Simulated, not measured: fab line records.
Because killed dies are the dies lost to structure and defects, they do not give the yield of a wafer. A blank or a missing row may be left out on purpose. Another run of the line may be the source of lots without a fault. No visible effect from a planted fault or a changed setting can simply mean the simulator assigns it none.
Problem report in the 8D (eight disciplines) form, filled by code :: flow gf180mcu :: the parts of the form that need people (team, actions taken, sign-off) are left out

1. PROBLEM STATEMENT
Wafers free of any fault read 0.4 nm (standard deviation 1.4) for NWELL_OVL at GF_NWELL_OVL_MEAS_07, against a mean of 72.1 nm on 6 wafers of 2 lots. That is +51 standard deviations from the usual mean.
Seen first at day 5 15:13 on overlay-01, wafer L618.3. The record holds 39 wafers of 13 lots with a number at this step. Rule for "out" (also "out of limits"): further than 4 standard deviations from the usual mean. Any other wafer with a number is counted as sound.

2. WHAT IT IS; WHAT IT IS NOT
question: which readings at this step
is: NWELL_OVL
is not: -

question: which lots
is: L618, L621
is not: L608, L609, L610, L611, L612, L613, L623, L624, L626, L627, L630

question: which wafers of those lots
is: all that have a number
is not: -

question: read on which gauges
is: overlay-01, overlay-02
is not: -

question: when
is: from day 5 15:13
is not: up to then (18 sound wafers); but 15 sound wafers of L623, L624, L626, L627, L630 came after

3. SUSPECTS, AND WHAT RULES EACH OUT
Counting: any tool at a process step up to the reading is kept as a suspect provided that every lot that is out went through it and no sound lot did after the first of them.
- the gauge at GF_NWELL_OVL_MEAS_07 is ruled out. The wafers that are out were read on 2 gauges (overlay-01, overlay-02).
- ilineStepper-01 at GF_NWELL_EXPOSE_04 (exposes mask Nwell, target cd 860 nm): kept. It processed each lot that is out, first L618 at day 5 08:10, and no sound lot thereafter; up to then, the last sound lot it processed was L611 at day 3 18:00.
Remaining after the count: ilineStepper-01 at GF_NWELL_EXPOSE_04.

4. THE CAUSE (what the simulator had put in)
Scanner matching overlay: ilineStepper-01, from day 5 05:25 on, at GF_NWELL_EXPOSE_04. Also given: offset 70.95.
The count eliminated every tool but this one.

5. THE EFFECT CHAIN, in route order
Each row: a reading whose mean over the struck wafers that have a number lies more than 3 standard deviations from the usual. Only readings whose record carries a usual standard deviation are examined. hours: median over the lots of the time between each lot's start at the first step of this table that gives one and its start at this step. sigmas: the change, counted in usual standard deviations.
hours: 0
step: GF_NWELL_OVL_MEAS_07
reading: NWELL_OVL
usual: 0.4 nm
on struck wafers: 72.1
change: +71.7
sigmas: +51
Later measuring or inspecting steps at which every struck wafer that the step has a row for has a number for every such reading, and none has moved that far: GF_CONTACT_BOW_MEAS_05.

6. WHAT WOULD HAVE CAUGHT IT SOONER
10 hours passed between the start of the fault at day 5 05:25 and the first reading out of limits at a measuring or inspecting step in this record, taken at day 5 15:13.
Lots out: 2; of these, L621 started GF_NWELL_EXPOSE_04 on ilineStepper-01 after day 5 15:13. It would have been spared by a hold on the tool at that moment.
